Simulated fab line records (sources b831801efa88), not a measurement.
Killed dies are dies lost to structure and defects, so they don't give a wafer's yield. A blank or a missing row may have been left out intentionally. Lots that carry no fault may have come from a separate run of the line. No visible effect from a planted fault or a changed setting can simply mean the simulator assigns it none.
Which of the tools did it? ; flow sky130 ; 42 wafers from 14 lots sampled at 4 of the route's 708 steps

== WHAT THE GAUGES SHOWED, per wafer ==
SKY_VT_ADJUST_LVTN_TW_MEAS_21.
lot;measured;on;VT_ADJUST_LVTN_2_TW
L207;day 7 13:47;film_metro-02;185.9 186.1 185.0
L208;day 7 21:52;film_metro-02;185.9 185.6 186.4
L210;day 8 13:21;film_metro-04;187.8 187.3 187.4
L211;day 8 17:08;film_metro-04;187.1 188.1 185.8
L212;day 9 04:31;film_metro-01;190.1 190.4 189.9
L216;day 10 06:06;film_metro-01;192.3 191.1 190.5
L217;day 10 13:18;film_metro-02;188.3 188.0 188.6
L219;day 11 02:09;film_metro-01;190.6 190.9 190.6
L221;day 11 14:54;film_metro-02;186.8 187.2 188.7
L224;day 12 11:28;film_metro-01;190.4 190.3 190.6
L226;day 13 02:55;film_metro-02;187.3 186.5 187.2
L227;day 13 08:06;film_metro-01;191.3 191.7 191.8
L228;day 13 18:58;film_metro-02;185.7 186.9 187.9
L230;day 14 16:25;film_metro-04;187.9 187.6 186.9

SKY_SONOS_ONO_OVL_MEAS_14.
lot;measured;on;SONOS_ONO_OVL (nm)
L207;day 12 09:15;overlay-01;-2.4 0.5 0.0
L208;day 13 02:36;overlay-02;-0.4 2.0 -0.2
L210;day 13 15:04;overlay-01;0.0 -0.5 -0.1
L211;day 13 21:22;overlay-01;0.4 1.5 -0.9
L212;day 14 10:18;overlay-02;-0.7 0.2 -0.5
L216;day 15 14:35;overlay-02;1.3 0.2 0.9
L217;day 16 02:39;overlay-02;-1.3 0.0 -2.0
L219;day 16 16:52;overlay-02;-2.1 -1.3 0.0
L221;day 17 07:34;overlay-02;0.5 -0.8 -1.0
L224;day 18 09:41;overlay-02;-2.1 -0.8 -0.8
L226;day 19 02:09;overlay-02;-3.2 -3.6 -2.1
L227;day 19 11:07;overlay-01;0.7 -1.9 -1.0
L228;day 19 22:37;overlay-02;-0.8 0.5 -0.5
L230;day 20 21:15;overlay-02;-2.5 -1.2 0.1

SKY_SPACER_THK_MEAS_01.
lot;measured;on;SPACER_CVD_00_THK (nm)
L207;day 22 18:23;film_metro-03;43.4 43.5 43.3
L208;day 23 07:42;film_metro-04;42.7 42.8 43.1
L210;day 24 03:56;film_metro-02;43.2 42.9 43.2
L211;day 24 11:42;film_metro-02;43.5 43.1 43.7
L212;day 24 23:16;film_metro-02;42.7 43.0 42.9
L216;day 26 04:00;film_metro-04;43.5 43.5 43.8
L217;day 26 20:13;film_metro-03;42.8 42.5 43.0
L219;day 27 07:43;film_metro-03;43.4 43.5 43.4
L221;day 27 22:24;film_metro-02;42.9 43.1 42.8
L224;day 28 22:56;film_metro-02;43.5 43.0 43.5
L226;day 29 15:32;film_metro-02;43.1 43.2 43.2
L227;day 30 02:01;film_metro-03;43.2 43.6 43.3
L228;day 30 11:50;film_metro-02;43.4 43.7 43.1
L230;day 31 07:41;film_metro-04;42.7 42.6 42.2

== TOOL THAT RAN EACH LOT (tool first, then ch and the chambers of the sampled wafers, then the start) ==
lot;SKY_LDD_N_IMPLANT_15
L207;implanter-01 ch 0, day 17 12:40
L208;implanter-02 ch 0, day 18 03:06
L210;implanter-02 ch 0, day 18 22:19
L211;implanter-01 ch 0, day 19 06:01
L212;implanter-02 ch 0, day 19 17:04
L216;implanter-03 ch 0, day 20 23:14
L217;implanter-02 ch 0, day 21 15:28
L219;implanter-02 ch 0, day 22 03:02
L221;implanter-02 ch 0, day 22 20:43
L224;implanter-01 ch 0, day 23 21:58
L226;implanter-01 ch 0, day 24 14:33
L227;implanter-01 ch 0, day 25 00:01
L228;implanter-03 ch 0, day 25 10:53
L230;implanter-02 ch 0, day 26 10:02
- SKY_LDD_N_IMPLANT_15

== AS READ BY THE TOOLS THEMSELVES (means over the sampled wafers that have a number; for cases with no such wafer, the mark the record gives instead) ==
SKY_LDD_N_IMPLANT_15.
lot;tool;beam_on_s (s);dose_ions_cm2;faraday_current_uA
L207;implanter-01;10.03;5.003e+12;28.2
L208;implanter-02;9.98;5.004e+12;28.2
L210;implanter-02;9.88;4.996e+12;28.6
L211;implanter-01;9.90;4.994e+12;28.4
L212;implanter-02;10.12;5.008e+12;27.9
L216;implanter-03;10.13;4.998e+12;27.8
L217;implanter-02;10.21;5.003e+12;27.6
L219;implanter-02;9.93;4.994e+12;28.3
L221;implanter-02;9.99;4.998e+12;28.2
L224;implanter-01;9.85;5.000e+12;28.6
L226;implanter-01;10.12;7.835e+12;43.6
L227;implanter-01;10.18;7.828e+12;43.4
L228;implanter-03;10.10;4.998e+12;27.9
L230;implanter-02;9.95;4.995e+12;28.4

== THE ANSWER, worked out from the rows above alone ==
Rule: what is usual is taken from the lots themselves. The widest of any qualifying gaps counts: lots, ordered by their means at a reading, are off when they make up no more than a third of the lots, leave a main group of 4 or more, and stand apart from it by 3 or more times the standard deviation of that group's means. A main group is skipped when, at the precision printed for the reading in the tables above, its means are all equal. Also off: a lot with no number at a reading for which 4 or more lots have one. Any other lot the step has rows for is counted as sound. Order of review: gauges by route order, followed by the tools' own readings, for which a lot's mean as printed above is used. The first step at which some lot is off is used, and at that step the reading that is off furthest; a lot without a number counts as furthest.
Off at SKY_LDD_N_IMPLANT_15 (dose_ions_cm2): L226, L227. For the main group the mean is 4.999e+12 and the standard deviation 4.2e+09.
A tool fits if, at that step or a process step before it, it ran every lot that is off, and no sound lot after the first of them. One fits: implanter-01 at SKY_LDD_N_IMPLANT_15. Its last sound lot is L224 (day 23 21:58), its first lot that is off L226 (day 24 14:33): a fault that began between those two fits.
The tool's own readings at SKY_LDD_N_IMPLANT_15 bear it out: on the lots that are off they differ by more than 5 times the standard deviation of the sound lots' means. dose_ions_cm2 reads 7.832e+12 there against 4.999e+12 on the sound lots; faraday_current_uA reads 43.5 there against 28.2 on the sound lots.

== WHAT WAS PUT IN BY THE SIMULATOR ==
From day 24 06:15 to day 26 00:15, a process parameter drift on implanter-01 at SKY_LDD_N_IMPLANT_15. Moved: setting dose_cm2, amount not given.
Struck lots among those shown: L226, L227. The rule above found the same.
